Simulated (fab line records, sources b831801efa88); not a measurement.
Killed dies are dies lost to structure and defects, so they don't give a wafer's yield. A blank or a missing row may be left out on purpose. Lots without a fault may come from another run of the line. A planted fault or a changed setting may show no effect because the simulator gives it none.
Chamber matching | flow gf180mcu | GF_V4_ETCH_16 on rie_diel-04: 4 sister chambers
The step etches BARC in N2/H2. 4 wafers are shown with their chamber, then 8 later ones without.

WAFERS WITH THEIR CHAMBER
wafer  | chamber | drypump_motor_current_A (A)
L085.2 | 0       | 5.4
L085.3 | 3       | 5.2
L086.5 | 2       | 5.6
L087.1 | 1       | 5.8

WAFERS WITHOUT THEIR CHAMBER
wafer  | drypump_motor_current_A (A)
L087.3 | 5.3
L087.4 | 5.6
L092.2 | 5.6
L092.5 | 5.6
L092.6 | 5.8
L097.2 | 5.2
L097.3 | 5.6
L097.6 | 5.3

WHICH CHAMBER EACH WENT THROUGH
wafer  | from the rows above     | in truth
L087.3 | can't be placed: 3 or 0 | 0
L087.4 | 2                       | 2
L092.2 | 2                       | 2
L092.5 | 2                       | 2
L092.6 | 1                       | 1
L097.2 | 3                       | 3
L097.3 | 2                       | 2
L097.6 | can't be placed: 3 or 0 | 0
Placed correctly: 6 of 8. Can't be placed from these rows: 2 (the true chamber is among the candidates in 2). Placed wrongly: 0.
How it was worked out, from the rows above alone: a wafer's distance from a chamber is the root of the sum, over the readings, of the square of ((its reading less the chamber's mean) divided by the reading's scatter). The wafer belongs to the nearest chamber; if the next one is less than 2 further off, it can't be placed. A chamber's mean is the mean of its shown wafers. The scatter: with one shown wafer a chamber, the root of the mean of the squares of how far each hidden wafer lies from its nearest shown one.
